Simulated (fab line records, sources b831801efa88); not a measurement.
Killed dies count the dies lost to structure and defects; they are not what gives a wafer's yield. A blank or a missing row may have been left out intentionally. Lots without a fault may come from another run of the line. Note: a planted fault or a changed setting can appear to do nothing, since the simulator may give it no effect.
Commonality check across tools :: flow gf180mcu :: Sample size 12 lots and 36 wafers

## WHY IT WAS OPENED
GF_MIM_THK_MEAS_06, reading MIM_CVD_05_THK: flagged on 2 of 12 lots. Fault-free wafers read 42.1 nm, with a standard deviation of 0.56.
Rule: flag the lot when none of its wafers has a number, or when each of its wafers that has one lies beyond 4 standard deviations from that mean. As for the other lots, they are considered sound.

lot: L867
measured: day 24 04:43
on: film_metro-04
MIM_CVD_05_THK (nm), wafer by wafer: 42.0 42.7 42.6
flag: 

lot: L868
measured: day 24 17:39
on: film_metro-02
MIM_CVD_05_THK (nm), wafer by wafer: 41.7 41.9 42.8
flag: 

lot: L876
measured: day 27 04:35
on: film_metro-04
MIM_CVD_05_THK (nm), wafer by wafer: 54.7 55.6 55.5
flag: FLAGGED

lot: L877
measured: day 27 15:38
on: film_metro-02
MIM_CVD_05_THK (nm), wafer by wafer: 54.9 54.6 55.5
flag: FLAGGED

lot: L882
measured: day 29 01:55
on: film_metro-02
MIM_CVD_05_THK (nm), wafer by wafer: 42.0 42.5 43.2
flag: 

lot: L884
measured: day 30 05:57
on: film_metro-01
MIM_CVD_05_THK (nm), wafer by wafer: 42.6 43.1 42.6
flag: 

lot: L885
measured: day 30 07:39
on: film_metro-02
MIM_CVD_05_THK (nm), wafer by wafer: 41.7 41.6 42.4
flag: 

lot: L886
measured: day 30 13:00
on: film_metro-02
MIM_CVD_05_THK (nm), wafer by wafer: 41.5 42.3 42.0
flag: 

lot: L887
measured: day 30 13:56
on: film_metro-04
MIM_CVD_05_THK (nm), wafer by wafer: 41.2 41.5 41.6
flag: 

lot: L888
measured: day 30 15:55
on: film_metro-01
MIM_CVD_05_THK (nm), wafer by wafer: 41.3 42.7 42.4
flag: 

lot: L889
measured: day 31 07:20
on: film_metro-04
MIM_CVD_05_THK (nm), wafer by wafer: 41.1 41.5 42.3
flag: 

lot: L890
measured: day 31 16:22
on: film_metro-04
MIM_CVD_05_THK (nm), wafer by wafer: 41.3 41.5 42.5
flag: 
On average the flagged lots' numbers are 55.1 nm, which is +13.0 nm against the usual, or +23 standard deviations.

## WHICH TOOL EACH LOT WENT THROUGH
4 process steps preceding the reading are held in the record, out of 602 steps in the route. Read each cell as the tool, then ch plus the chambers that the sampled wafers visited, then the start.
lot: L867
flag: 
GF_M4_METAL_ETCH_16: rie_metal-04 ch 0,1, day 23 03:48
GF_V4_ETCH_16: rie_diel-02 ch 2,3, day 24 03:05
GF_MIM_SPUTTER_04: pvd_sputter-03, day 24 04:38
GF_MIM_CVD_05: pecvd-02 ch 1,2, day 24 04:40

lot: L868
flag: 
GF_M4_METAL_ETCH_16: rie_metal-02 ch 0,1, day 23 16:35
GF_V4_ETCH_16: rie_diel-02 ch 0,2,3, day 24 15:59
GF_MIM_SPUTTER_04: pvd_sputter-03, day 24 17:34
GF_MIM_CVD_05: pecvd-04 ch 0,1,2, day 24 17:37

lot: L876
flag: FLAGGED
GF_M4_METAL_ETCH_16: rie_metal-04 ch 0,1, day 26 05:45
GF_V4_ETCH_16: rie_diel-01 ch 0,1, day 27 02:58
GF_MIM_SPUTTER_04: pvd_sputter-04, day 27 04:30
GF_MIM_CVD_05: pecvd-01 ch 0,1,2, day 27 04:32

lot: L877
flag: FLAGGED
GF_M4_METAL_ETCH_16: rie_metal-01 ch 0,1, day 26 15:32
GF_V4_ETCH_16: rie_diel-03 ch 0,1,3, day 27 14:01
GF_MIM_SPUTTER_04: pvd_sputter-04, day 27 15:33
GF_MIM_CVD_05: pecvd-01 ch 0,1,2, day 27 15:35

lot: L882
flag: 
GF_M4_METAL_ETCH_16: rie_metal-04 ch 0,1, day 28 03:17
GF_V4_ETCH_16: rie_diel-03 ch 0,1,2, day 29 00:17
GF_MIM_SPUTTER_04: pvd_sputter-03, day 29 01:50
GF_MIM_CVD_05: pecvd-04 ch 0,2, day 29 01:53

lot: L884
flag: 
GF_M4_METAL_ETCH_16: rie_metal-04 ch 0,1, day 29 07:53
GF_V4_ETCH_16: rie_diel-03 ch 0,1,3, day 30 04:19
GF_MIM_SPUTTER_04: pvd_sputter-04, day 30 05:50
GF_MIM_CVD_05: pecvd-01 ch 0,1,2, day 30 05:54

lot: L885
flag: 
GF_M4_METAL_ETCH_16: rie_metal-01 ch 0,1, day 29 09:52
GF_V4_ETCH_16: rie_diel-02 ch 1,2,3, day 30 06:02
GF_MIM_SPUTTER_04: pvd_sputter-04, day 30 07:35
GF_MIM_CVD_05: pecvd-04 ch 0,1,2, day 30 07:37

lot: L886
flag: 
GF_M4_METAL_ETCH_16: rie_metal-02 ch 0,1, day 29 15:29
GF_V4_ETCH_16: rie_diel-03 ch 2,3, day 30 11:16
GF_MIM_SPUTTER_04: pvd_sputter-04, day 30 12:55
GF_MIM_CVD_05: pecvd-04 ch 0,2, day 30 12:57

lot: L887
flag: 
GF_M4_METAL_ETCH_16: rie_metal-01 ch 0, day 29 16:33
GF_V4_ETCH_16: rie_diel-01 ch 1,3, day 30 12:13
GF_MIM_SPUTTER_04: pvd_sputter-04, day 30 13:50
GF_MIM_CVD_05: pecvd-02 ch 0,1, day 30 13:53

lot: L888
flag: 
GF_M4_METAL_ETCH_16: rie_metal-02 ch 0,1, day 29 18:09
GF_V4_ETCH_16: rie_diel-02 ch 0,2, day 30 14:19
GF_MIM_SPUTTER_04: pvd_sputter-04, day 30 15:51
GF_MIM_CVD_05: pecvd-01 ch 0,1,2, day 30 15:53

lot: L889
flag: 
GF_M4_METAL_ETCH_16: rie_metal-04 ch 0, day 30 10:23
GF_V4_ETCH_16: rie_diel-02 ch 0,1, day 31 05:43
GF_MIM_SPUTTER_04: pvd_sputter-02, day 31 07:15
GF_MIM_CVD_05: pecvd-02 ch 0,1, day 31 07:17

lot: L890
flag: 
GF_M4_METAL_ETCH_16: rie_metal-01 ch 0,1, day 30 20:08
GF_V4_ETCH_16: rie_diel-02 ch 0,2,3, day 31 14:41
GF_MIM_SPUTTER_04: pvd_sputter-04, day 31 16:17
GF_MIM_CVD_05: pecvd-01 ch 0,2, day 31 16:20
What these steps do:
- GF_M4_METAL_ETCH_16: etches the open film in Cl2/BCl3, stops on SiO2, target depth 627.5 nm, time 104.6 s.
- GF_V4_ETCH_16: etches BARC in N2/H2.
- GF_MIM_SPUTTER_04: material TiN, target thk 50 nm, time 41.7 s.
- GF_MIM_CVD_05: deposits Si3N4, target thk 42 nm, time 29.086 s.
- GF_MIM_THK_MEAS_06

## FLAGGED OVER TOTAL, TOOL BY TOOL (the gauges that took the reading come last)
step: GF_M4_METAL_ETCH_16
tool: rie_metal-01
lots run: 4
flagged: 1
share of the flagged lots: some
sound lots run after its first flagged lot: 3 (L885,L887,L890)

step: GF_M4_METAL_ETCH_16
tool: rie_metal-02
lots run: 3
flagged: 0
share of the flagged lots: none
sound lots run after its first flagged lot: -

step: GF_M4_METAL_ETCH_16
tool: rie_metal-04
lots run: 5
flagged: 1
share of the flagged lots: some
sound lots run after its first flagged lot: 3 (L882,L884,L889)

step: GF_V4_ETCH_16
tool: rie_diel-01
lots run: 2
flagged: 1
share of the flagged lots: some
sound lots run after its first flagged lot: 1 (L887)

step: GF_V4_ETCH_16
tool: rie_diel-02
lots run: 6
flagged: 0
share of the flagged lots: none
sound lots run after its first flagged lot: -

step: GF_V4_ETCH_16
tool: rie_diel-03
lots run: 4
flagged: 1
share of the flagged lots: some
sound lots run after its first flagged lot: 3 (L882,L884,L886)

step: GF_MIM_SPUTTER_04
tool: pvd_sputter-02
lots run: 1
flagged: 0
share of the flagged lots: none
sound lots run after its first flagged lot: -

step: GF_MIM_SPUTTER_04
tool: pvd_sputter-03
lots run: 3
flagged: 0
share of the flagged lots: none
sound lots run after its first flagged lot: -

step: GF_MIM_SPUTTER_04
tool: pvd_sputter-04
lots run: 8
flagged: 2
share of the flagged lots: all
sound lots run after its first flagged lot: 6 (L884,L885,L886,L887,L888,L890)

step: GF_MIM_CVD_05
tool: pecvd-01
lots run: 5
flagged: 2
share of the flagged lots: all
sound lots run after its first flagged lot: 3 (L884,L888,L890)

step: GF_MIM_CVD_05
tool: pecvd-02
lots run: 3
flagged: 0
share of the flagged lots: none
sound lots run after its first flagged lot: -

step: GF_MIM_CVD_05
tool: pecvd-04
lots run: 4
flagged: 0
share of the flagged lots: none
sound lots run after its first flagged lot: -

step: GF_MIM_THK_MEAS_06
tool: film_metro-01
lots run: 2
flagged: 0
share of the flagged lots: none
sound lots run after its first flagged lot: -

step: GF_MIM_THK_MEAS_06
tool: film_metro-02
lots run: 5
flagged: 1
share of the flagged lots: some
sound lots run after its first flagged lot: 3 (L882,L885,L886)

step: GF_MIM_THK_MEAS_06
tool: film_metro-04
lots run: 5
flagged: 1
share of the flagged lots: some
sound lots run after its first flagged lot: 3 (L887,L889,L890)

## WHAT IS ALLOWED BY THE TABLE
pvd_sputter-04 at GF_MIM_SPUTTER_04 and pecvd-01 at GF_MIM_CVD_05 are the 2 rows of the table that ran each flagged lot.
- pvd_sputter-04 at GF_MIM_SPUTTER_04 ran 8 lots, 2 of them flagged. Lots that were sound ran on it after the first flagged one (L884, L885, L886, L887, L888, L890); a persistent fault on the entire tool would not allow that.
- pecvd-01 at GF_MIM_CVD_05 ran 5 lots, 2 of them flagged. Lots that were sound ran on it after the first flagged one (L884, L888, L890); a persistent fault on the entire tool would not allow that.
None of the table's rows ran every flagged lot and, after the first, no sound lot.

## WHAT WAS PUT IN BY THE SIMULATOR
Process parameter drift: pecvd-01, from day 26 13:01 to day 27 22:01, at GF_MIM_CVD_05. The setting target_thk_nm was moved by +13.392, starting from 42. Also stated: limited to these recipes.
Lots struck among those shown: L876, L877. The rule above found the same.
